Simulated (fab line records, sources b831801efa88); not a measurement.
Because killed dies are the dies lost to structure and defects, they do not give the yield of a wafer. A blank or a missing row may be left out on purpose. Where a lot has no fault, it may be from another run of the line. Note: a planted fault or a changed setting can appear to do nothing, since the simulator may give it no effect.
Which tool was responsible? | flow sky130 | 7 lots, 21 wafers sampled, at 3 steps of a route of 708

== WHAT EACH GAUGE READ, for each wafer ==
SKY_LDD_N_TW_MEAS_17.
lot  | measured     | on           | LDD_N_TW
L556 | day 18 05:33 | filmMetro-01 | 2620 2613 2632
L559 | day 20 00:55 | filmMetro-01 | 2633 2627 2634
L561 | day 20 09:22 | filmMetro-01 | 2493 2471 2491
L565 | day 21 22:02 | filmMetro-04 | 2561 2567 2550
L570 | day 23 20:05 | filmMetro-04 | 2547 2548 2545
L574 | day 25 04:40 | filmMetro-01 | 2619 2624 2615
L576 | day 25 20:29 | filmMetro-02 | 2590 2620 2582

== WHAT TOOL EACH LOT RAN ON (gives the tool, then ch and the chambers of the sampled wafers, and finally the start) ==
lot  | SKY_LDD_N_IMPLANT_10            | SKY_LDD_N_STRIP_16
L556 | implanter-01 ch 0, day 18 04:33 | plasmaAsher-03 ch 0,1, day 18 05:27
L559 | implanter-02 ch 0, day 19 23:56 | plasmaAsher-03 ch 1, day 20 00:48
L561 | implanter-03, day 20 08:23      | plasmaAsher-04 ch 0,1, day 20 09:15
L565 | implanter-03 ch 0, day 21 21:04 | plasmaAsher-04 ch 0,1, day 21 21:56
L570 | implanter-03 ch 0, day 23 19:05 | plasmaAsher-02 ch 0,1, day 23 19:59
L574 | implanter-01 ch 0, day 25 03:40 | plasmaAsher-02 ch 0,1, day 25 04:34
L576 | implanter-01 ch 0, day 25 19:29 | plasmaAsher-03 ch 0,1, day 25 20:23
- SKY_LDD_N_IMPLANT_10
- SKY_LDD_N_STRIP_16: strips in O2/N2.

== THE ANSWER, worked out from the rows above alone ==
Rule: the usual values come from the lots themselves. Put in order of their means at a reading, lots are off if they are a third of the lots or fewer, leave a main group of 4 or more, and stand apart from it by a gap of 3 or more times the standard deviation of the main group's means; of several such gaps the widest counts. If all means in a main group match to the digits the tables above print for the reading, that group is not used. A lot without any number at a reading at which 4 lots or more have one is off too. The other lots that the step has rows for count as sound.
Across all readings shown, no lot is off: no conclusion can be drawn from this.

== WHAT THE SIMULATOR HAD INSERTED ==
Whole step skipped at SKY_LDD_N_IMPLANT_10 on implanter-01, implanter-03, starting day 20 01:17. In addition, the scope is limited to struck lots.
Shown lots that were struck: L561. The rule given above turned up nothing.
